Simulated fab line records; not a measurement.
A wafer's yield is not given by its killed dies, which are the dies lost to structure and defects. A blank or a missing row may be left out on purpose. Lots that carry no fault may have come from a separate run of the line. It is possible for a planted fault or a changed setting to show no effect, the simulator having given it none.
fab line records	flow sky130
[record] lots = 15	wafers = 45	lastDay = 50
route steps=708 shown RES_XHIGH@339 LI_CONTACT@384 LOCAL_INTERCONNECT@400 CONTACT@425
lots with no fault: from the same line, run without faults
startH: hours from the record's first day to the start of the lot's first wafer shown	waitH: how many hours have passed since the lot's step before this one	" unchanged from the row above	L1.1+2: a single row standing in for several wafers	- no value present, or no start provided	* or withheld: withheld	< > ~ a bound
route shown NAME@n: NAME is a module with steps in the file, n the number in the route of the first one	usual: mean and standard deviation over wafers with no fault	same: alike in all rows	chamber/n: place in a boat	sites: per-site readings	_std_site: how widely they spread, as a standard deviation	_edge_site: outer sites' mean less inner sites'	radiusMm: for every site, how far away it sits from the centre of the wafer	mask NAME#n: copy n	behind: the tool/chamber that last shaped the wafer	hold: the reason the lot was held/the length of the hold in hours/how it ended	device: which transistor (n, p or np) failed to switch	end of line: at the end of the route, the tests of the same wafers	a step without rows: its recipe alone	killed: the dies lost at the first sort to structure and to defects; this is not the yield of the wafer	map: the dies of a wafer, with x for killed, . for not killed, _ for no die there
set.NAME: the setting the step ran with; set.NAME@STEP: the setting that earlier step ran with	model.NAME: the simulator's own value behind a step, which no gauge read
route steps across a sampled set of lots; one table per step, one row per wafer
services: when a tool's chamber went out of use (startH, in hours from the record's first day, below 0 if earlier), for how many hours, and the reason
[[steps]]
[step SKY_RES_XHIGH_IMPLANT_07]
[recipe] species = BF2	energyKev = 20	doseCm2 = 3.6e+14	tiltDeg = 0
[usual] beamOnS = 39.9/0.8	doseIonsCm2 = 3.6e+14/3.7e+11
[same] implantIonAmu = 49
lot.wafer	tool	chamber	startH	waitH	beamOnS	doseIonsCm2
L120.1	implanter-02	0	642.39	0.1	40.3	3.6e+14
L120.2	"	0	"	"	39.4	3.601e+14
L120.5	"	0	"	"	40.2	3.602e+14
L121.2	implanter-03	0	649.91	0.1	39.6	3.599e+14
L121.3	"	0	"	"	39.9	3.597e+14
L121.5	"	0	"	"	38.0	3.601e+14
L122.1	implanter-03	0	651.70	0.1	40.9	3.604e+14
L122.2	"	0	"	"	38.7	3.603e+14
L122.6	"	0	"	"	39.4	3.599e+14
L123.1	implanter-01	0	663.99	0.1	40.1	3.597e+14
L123.2	"	0	"	"	39.4	3.592e+14
L123.4	"	0	"	"	38.9	3.596e+14
L124.2	implanter-02	0	676.97	0.1	41.4	3.596e+14
L124.3	"	0	"	"	39.9	3.595e+14
L124.4	"	0	"	"	38.7	3.602e+14
L125.1	implanter-01	0	689.24	0.1	40.1	3.595e+14
L125.3	"	0	"	"	39.1	3.587e+14
L125.5	"	0	"	"	39.6	3.597e+14
L127.2	implanter-01	0	695.58	0.1	35.7	3.276e+14
L127.4	"	0	"	"	36.8	3.277e+14
L127.6	"	0	"	"	36.0	3.277e+14
L128.1	implanter-01	0	701.75	0.1	36.1	3.278e+14
L128.3	"	0	"	"	35.2	3.279e+14
L128.5	"	0	"	"	35.8	3.274e+14
L129.1	implanter-01	0	711.94	0.1	37.0	3.281e+14
L129.3	"	0	"	"	35.0	3.284e+14
L129.5	"	0	"	"	36.9	3.271e+14
L136.3	implanter-02	0	762.65	0.1	39.3	3.594e+14
L136.4	"	0	"	"	40.1	3.595e+14
L136.5	"	0	"	"	40.1	3.594e+14
L137.3	implanter-03	0	773.20	0.1	39.8	3.595e+14
L137.4	"	0	"	"	40.6	3.6e+14
L137.6	"	0	"	"	39.6	3.597e+14
L138.1	implanter-01	0	780.39	0.1	39.8	3.594e+14
L138.3	"	0	"	"	39.0	3.599e+14
L138.5	"	0	"	"	39.2	3.603e+14
L139.1	implanter-01	0	792.25	0.1	39.9	3.601e+14
L139.4	"	0	"	"	39.4	3.603e+14
L139.6	"	0	"	"	39.9	3.597e+14
L140.1	implanter-03	0	806.15	0.1	39.3	3.601e+14
L140.5	"	0	"	"	38.7	3.603e+14
L140.6	"	0	"	"	41.6	3.602e+14
L141.3	implanter-01	0	813.79	0.1	41.2	3.6e+14
L141.4	"	0	"	"	40.4	3.604e+14
L141.5	"	0	"	"	39.6	3.606e+14
[step SKY_RES_XHIGH_TW_MEAS_09]
[usual] RES_XHIGH_TW = 1634/11
lot.wafer	tool	chamber	startH	waitH	RES_XHIGH_TW
L120.1	filmMetro-02	-	642.64	0.1	1623
L120.2	"	-	"	"	1618
L120.5	"	-	"	"	1630
L121.2	filmMetro-01	-	650.15	0.1	1638
L121.3	"	-	"	"	1643
L121.5	"	-	"	"	1645
L122.1	filmMetro-02	-	651.95	0.1	1621
L122.2	"	-	"	"	1622
L122.6	"	-	"	"	1630
L123.1	filmMetro-02	-	664.24	0.1	1623
L123.2	"	-	"	"	1624
L123.4	"	-	"	"	1627
L124.2	filmMetro-03	-	677.20	0.1	1649
L124.3	"	-	"	"	1660
L124.4	"	-	"	"	1647
L125.1	filmMetro-01	-	689.49	0.1	1637
L125.3	"	-	"	"	1641
L125.5	"	-	"	"	1639
L127.2	filmMetro-01	-	695.81	0.1	1595
L127.4	"	-	"	"	1602
L127.6	"	-	"	"	1596
L128.1	filmMetro-01	-	702.00	0.1	1600
L128.3	"	-	"	"	1591
L128.5	"	-	"	"	1592
L129.1	filmMetro-02	-	712.19	0.1	1580
L129.3	"	-	"	"	1587
L129.5	"	-	"	"	1595
L136.3	filmMetro-01	-	762.87	0.1	1639
L136.4	"	-	"	"	1631
L136.5	"	-	"	"	1644
L137.3	filmMetro-02	-	773.42	0.1	1619
L137.4	"	-	"	"	1615
L137.6	"	-	"	"	1616
L138.1	filmMetro-01	-	780.64	0.1	1641
L138.3	"	-	"	"	1633
L138.5	"	-	"	"	1642
L139.1	filmMetro-03	-	792.50	0.1	1635
L139.4	"	-	"	"	1636
L139.6	"	-	"	"	1638
L140.1	filmMetro-01	-	806.40	0.1	1638
L140.5	"	-	"	"	1639
L140.6	"	-	"	"	1634
L141.3	filmMetro-01	-	814.01	0.1	1639
L141.4	"	-	"	"	1625
L141.5	"	-	"	"	1642
[step SKY_SD_N_RS_MEAS_18]
[recipe] thkMeasGauge = four-point-probe
[usual] RES_XHIGH_RS = 332.9/1.2
lot.wafer	tool	chamber	startH	waitH	RES_XHIGH_RS[ohm/sq]
L120.1	filmMetro-01	-	671.71	0.1	332.0
L120.2	"	-	"	"	332.0
L120.5	"	-	"	"	331.9
L121.2	filmMetro-02	-	678.99	0.1	331.5
L121.3	"	-	"	"	330.5
L121.5	"	-	"	"	330.8
L122.1	filmMetro-02	-	681.46	0.1	334.1
L122.2	"	-	"	"	333.8
L122.6	"	-	"	"	333.1
L123.1	filmMetro-01	-	693.24	0.1	331.8
L123.2	"	-	"	"	332.0
L123.4	"	-	"	"	332.0
L124.2	filmMetro-02	-	706.50	0.1	332.6
L124.3	"	-	"	"	332.0
L124.4	"	-	"	"	331.7
L125.1	filmMetro-02	-	718.11	0.1	333.4
L125.3	"	-	"	"	333.7
L125.5	"	-	"	"	332.8
L127.2	filmMetro-01	-	724.99	0.1	358.9
L127.4	"	-	"	"	359.5
L127.6	"	-	"	"	355.1
L128.1	filmMetro-02	-	732.21	0.1	356.3
L128.3	"	-	"	"	355.5
L128.5	"	-	"	"	357.0
L129.1	filmMetro-02	-	740.38	0.1	354.7
L129.3	"	-	"	"	354.8
L129.5	"	-	"	"	355.8
L136.3	filmMetro-02	-	790.31	0.1	335.5
L136.4	"	-	"	"	335.3
L136.5	"	-	"	"	336.3
L137.3	filmMetro-02	-	801.06	0.1	333.7
L137.4	"	-	"	"	334.4
L137.6	"	-	"	"	335.2
L138.1	filmMetro-03	-	807.91	0.1	333.7
L138.3	"	-	"	"	332.8
L138.5	"	-	"	"	333.8
L139.1	filmMetro-02	-	819.22	0.1	333.6
L139.4	"	-	"	"	333.7
L139.6	"	-	"	"	333.4
L140.1	filmMetro-02	-	833.44	0.1	333.7
L140.5	"	-	"	"	334.2
L140.6	"	-	"	"	332.2
L141.3	filmMetro-01	-	841.38	0.1	332.6
L141.4	"	-	"	"	333.2
L141.5	"	-	"	"	331.9
[step SKY_LI_CONTACT_RS_MEAS_22]
[recipe] thkMeasGauge = four-point-probe	reads = W_of_LI_CONTACT_CVD_21+TiN_of_LI_CONTACT_SPUTTER_20+Ti_of_LI_CONTACT_SPUTTER_19
[usual] LI_CONTACT_W_RS = 0.285/0.0031
lot.wafer	tool	chamber	startH	waitH	LI_CONTACT_W_RS[ohm/sq]
L120.1	filmMetro-01	-	700.82	0.1	0.285
L120.2	"	-	"	"	0.283
L120.5	"	-	"	"	0.286
L121.2	filmMetro-01	-	708.38	0.1	0.285
L121.3	"	-	"	"	0.286
L121.5	"	-	"	"	0.285
L122.1	filmMetro-01	-	711.34	0.1	0.286
L122.2	"	-	"	"	0.283
L122.6	"	-	"	"	0.286
L123.1	filmMetro-03	-	722.61	0.1	0.285
L123.2	"	-	"	"	0.287
L123.4	"	-	"	"	0.285
L124.2	filmMetro-02	-	736.05	0.1	0.287
L124.3	"	-	"	"	0.288
L124.4	"	-	"	"	0.289
L125.1	filmMetro-03	-	746.92	0.1	0.289
L125.3	"	-	"	"	0.286
L125.5	"	-	"	"	0.287
L127.2	filmMetro-03	-	754.16	0.1	0.297
L127.4	"	-	"	"	0.291
L127.6	"	-	"	"	0.292
L128.1	filmMetro-02	-	760.27	0.1	0.282
L128.3	"	-	"	"	0.285
L128.5	"	-	"	"	0.282
L129.1	filmMetro-03	-	769.19	0.1	0.287
L129.3	"	-	"	"	0.282
L129.5	"	-	"	"	0.287
L136.3	filmMetro-01	-	817.92	0.1	0.286
L136.4	"	-	"	"	0.286
L136.5	"	-	"	"	0.287
L137.3	filmMetro-02	-	829.83	0.1	0.284
L137.4	"	-	"	"	0.280
L137.6	"	-	"	"	0.280
L138.1	filmMetro-02	-	836.05	0.1	0.288
L138.3	"	-	"	"	0.284
L138.5	"	-	"	"	0.277
L139.1	filmMetro-02	-	847.22	0.1	0.283
L139.4	"	-	"	"	0.281
L139.6	"	-	"	"	0.276
L140.1	filmMetro-03	-	861.24	0.1	0.282
L140.5	"	-	"	"	0.279
L140.6	"	-	"	"	0.283
L141.3	filmMetro-02	-	868.70	0.1	0.283
L141.4	"	-	"	"	0.281
L141.5	"	-	"	"	0.281
[step SKY_LOCAL_INTERCONNECT_ETCH_13]
[recipe] chemistry = N2/H2	target = BARC	ionEnergyEv = 200	biasW = 100	pressureMtorr = 30	n2FlowSccm = 100	h2FlowSccm = 200	icpW = 500	stopOn = SiO2	timeS = 45.9	targetDepthA = 600
[usual] drypumpMotorCurrentA = 5.8/0.43	oesProductAu = 0.855/0.0044	throttleValvePct = 13.226/0.0083
lot.wafer	tool	chamber	startH	waitH	drypumpMotorCurrentA	oesProductAu	rfHoursCounterH	throttleValvePct
L120.1	rieMetal-03	0	728.44	0.0	5.6	0.852	13	13.230
L120.2	"	0	"	"	5.7	0.855	-	13.232
L120.5	"	0	"	"	5.6	0.860	-	13.223
L121.2	rieMetal-03	0	736.75	0.0	5.7	0.858	14	13.219
L121.3	"	1	"	"	5.5	0.844	-	13.237
L121.5	"	1	"	"	5.5	0.857	-	13.231
L122.1	rieMetal-04	1	739.45	0.0	5.6	0.853	16	13.217
L122.2	"	0	"	"	6.8	0.857	14	13.234
L122.6	"	1	"	"	5.6	0.852	-	13.212
L123.1	rieMetal-03	0	750.09	0.0	5.6	0.858	14	13.230
L123.2	"	1	"	"	5.5	0.850	0	13.229
L123.4	"	1	"	"	5.5	0.856	-	13.245
L124.2	rieMetal-01	0	763.14	0.0	6.1	0.861	0	13.227
L124.3	"	1	"	"	5.6	0.858	-	13.218
L124.4	"	0	"	"	6.1	0.860	-	13.214
L125.1	rieMetal-01	0	774.94	0.0	6.0	0.854	1	13.228
L125.3	"	1	"	"	5.6	0.850	-	13.228
L125.5	"	0	"	"	6.1	0.860	-	13.227
L127.2	rieMetal-01	0	782.30	0.0	6.1	0.857	1	13.221
L127.4	"	1	"	"	5.6	0.855	-	13.226
L127.6	"	0	"	"	6.0	0.851	-	13.229
L128.1	rieMetal-03	0	788.04	0.0	5.6	0.849	15	13.232
L128.3	"	0	"	"	5.6	0.856	-	13.235
L128.5	"	0	"	"	5.6	0.849	-	13.219
L129.1	rieMetal-04	0	796.21	0.0	6.8	0.852	0	13.227
L129.3	"	0	"	"	6.8	0.855	-	13.233
L129.5	"	0	"	"	6.8	0.851	-	13.207
L136.3	rieMetal-01	1	845.62	0.0	5.6	0.857	-	13.227
L136.4	"	0	"	"	6.1	0.858	-	13.232
L136.5	"	1	"	"	5.6	0.851	-	13.223
L137.3	rieMetal-01	0	857.11	0.0	6.0	0.852	-	13.217
L137.4	"	1	"	"	5.6	0.852	-	13.228
L137.6	"	1	"	"	5.6	0.858	-	13.241
L138.1	rieMetal-03	0	862.50	0.0	5.7	0.851	1	13.221
L138.3	"	1	"	"	5.5	0.857	-	13.227
L138.5	"	0	"	"	5.6	0.854	-	13.221
L139.1	rieMetal-03	0	874.25	0.0	5.6	0.849	1	13.221
L139.4	"	1	"	"	5.5	0.855	-	13.222
L139.6	"	0	"	"	5.6	0.858	-	13.230
L140.1	rieMetal-03	0	888.29	0.0	5.6	0.854	2	13.227
L140.5	"	0	"	"	5.7	0.862	-	13.247
L140.6	"	1	"	"	5.4	0.854	-	13.220
L141.3	rieMetal-01	0	894.89	0.1	6.0	0.861	-	13.220
L141.4	"	0	"	"	6.0	0.857	-	13.210
L141.5	"	0	"	"	6.0	0.852	-	13.226
[step SKY_CONTACT_STRIP_19]
[recipe] chemistry = O2/N2	powerW = 1400	pressureMtorr = 1500	platenTempC = withheld	o2FlowSccm = 3000	n2FlowSccm = 300	overashFraction = 0.5
[usual] drypumpMotorCurrentA = 6.08/0.26	oesProductAu = 0.380/0.0051	stripTimeToEndpointS = 3.62/0.039
lot.wafer	tool	chamber	startH	waitH	drypumpMotorCurrentA	oesProductAu	rfHoursCounterH	stripTimeToEndpointS
L120.1	plasmaAsher-04	1	757.23	-	6.12	0.375	34	3.55
L120.2	"	0	"	"	6.22	0.382	34	3.60
L120.5	"	1	"	"	6.09	0.381	-	3.60
L121.2	plasmaAsher-02	1	766.08	-	6.30	0.385	97	3.61
L121.3	"	0	"	"	6.04	0.383	-	3.56
L121.5	"	1	"	"	6.33	0.379	-	3.64
L122.1	plasmaAsher-01	1	767.83	-	5.49	0.383	2	3.59
L122.2	"	0	"	"	5.84	0.382	2	3.56
L122.6	"	0	"	"	5.80	0.382	-	3.67
L123.1	plasmaAsher-02	1	778.84	-	6.34	0.375	99	3.64
L123.2	"	0	"	"	6.07	0.382	99	3.62
L123.4	"	0	"	"	6.04	0.385	-	3.64
L124.2	plasmaAsher-02	0	791.63	-	6.09	0.375	100	3.60
L124.3	"	0	"	"	6.10	0.381	-	3.65
L124.4	"	1	"	"	6.30	0.390	-	3.62
L125.1	plasmaAsher-02	1	802.58	-	6.32	0.388	101	3.64
L125.3	"	1	"	"	6.33	0.386	-	3.66
L125.5	"	1	"	"	6.34	0.384	-	3.67
L127.2	plasmaAsher-02	0	809.79	-	6.05	0.368	102	3.61
L127.4	"	1	"	"	6.34	0.384	-	3.60
L127.6	"	0	"	"	6.04	0.384	-	3.60
L128.1	plasmaAsher-04	0	816.19	-	6.25	0.384	39	3.58
L128.3	"	0	"	"	6.23	0.394	-	3.68
L128.5	"	0	"	"	6.20	0.378	-	3.67
L129.1	plasmaAsher-04	1	823.93	-	6.11	0.378	40	3.58
L129.3	"	1	"	"	6.10	0.392	-	3.61
L129.5	"	1	"	"	6.10	0.389	-	3.59
L136.3	plasmaAsher-02	1	873.11	-	6.31	0.379	-	3.60
L136.4	"	0	"	"	6.04	0.383	-	3.62
L136.5	"	0	"	"	6.06	0.388	-	3.63
L137.3	plasmaAsher-02	1	884.19	-	6.31	0.377	-	3.65
L137.4	"	0	"	"	6.03	0.370	-	3.57
L137.6	"	1	"	"	6.33	0.385	-	3.63
L138.1	plasmaAsher-01	0	889.69	-	5.84	0.380	14	3.59
L138.3	"	1	"	"	5.49	0.382	-	3.65
L138.5	"	0	"	"	5.84	0.378	-	3.65
L139.1	plasmaAsher-02	1	901.98	-	6.33	0.378	111	3.56
L139.4	"	0	"	"	6.09	0.376	-	3.60
L139.6	"	1	"	"	6.35	0.375	-	3.60
L140.1	plasmaAsher-02	1	915.18	-	6.31	0.376	113	3.65
L140.5	"	1	"	"	6.32	0.373	-	3.61
L140.6	"	0	"	"	6.06	0.373	-	3.67
L141.3	plasmaAsher-04	0	921.76	-	6.23	0.384	-	3.71
L141.4	"	1	"	"	6.08	0.377	-	3.61
L141.5	"	1	"	"	6.09	0.384	-	3.68
[[services]]
tool	chamber	startH	hours	kind
plasmaAsher-02	-	619.50	15.6	pm
rieMetal-03	-	655.12	0.4	repair
rieMetal-04	0	658.23	24.1	repair
plasmaAsher-01	-	661.18	11.0	repair
implanter-02	-	671.65	0.5	repair
rieMetal-03	1	717.32	-	clean
rieMetal-04	-	720.59	0.2	repair
plasmaAsher-04	-	724.47	0.4	repair
plasmaAsher-01	-	733.75	9.0	pm
plasmaAsher-04	-	743.99	3.5	repair
plasmaAsher-01	-	774.43	13.9	repair
implanter-03	-	778.36	4.9	pm
rieMetal-04	-	784.30	2.8	pm
implanter-02	-	796.87	4.9	pm
plasmaAsher-04	-	801.75	8.8	repair
rieMetal-03	-	805.21	2.6	repair
rieMetal-04	-	818.16	14.6	pm
rieMetal-04	0	833.11	7.9	repair
rieMetal-03	-	848.11	0.2	repair
rieMetal-04	0	848.79	24.9	repair
rieMetal-04	-	857.75	1.4	pm
implanter-03	-	866.24	1.0	repair
plasmaAsher-04	-	884.83	2.8	pm
implanter-02	-	890.90	1.0	repair
[[key]]
[firstSign] step = SKY_RES_XHIGH_IMPLANT_07	reading = doseIonsCm2	direction = down	sigmas = 86	usual = *	struck = *
[effect] step = SKY_RES_XHIGH_IMPLANT_07	reading = beamOnS	direction = down	sigmas = 4.7	usual = 39.9	struck = 36.1
[effect] step = SKY_RES_XHIGH_TW_MEAS_09	reading = RES_XHIGH_TW	direction = down	sigmas = 3.7	usual = 1634	struck = 1593
[effect] step = SKY_SD_N_RS_MEAS_18	reading = RES_XHIGH_RS	direction = up	sigmas = 19	usual = 332.9	struck = 356.4
metAt SKY_RES_XHIGH_IMPLANT_07
struckLots L127,L128,L129
sortLeftOut L128.1,L128.3,L128.5
testerLeftOut L127,L128,L129
notActingAt SKY_LI_CONTACT_RS_MEAS_22,SKY_LOCAL_INTERCONNECT_ETCH_13,SKY_CONTACT_STRIP_19
onsetBetween 689.24 695.58
[fault] kind = processParameterDrift	tool = implanter-01	chamber = -	onsetH = 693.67	steps = SKY_RES_XHIGH_IMPLANT_07	channel = doseCm2	offset = *	shape = step	endH = 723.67	actsIn = *	stated = *
// testerLeftOut: of these lots the tester's yield and bins aren't shown, on N5 and GAA mostly nor the transistor test; their killed dies are dies lost to structure and defects alone, not to doping, threshold or leakage, so they don't give the yield
// sortLeftOut: the simulated sort isn't trusted on such a fault, so these wafers' sort isn't shown, and their yield isn't known
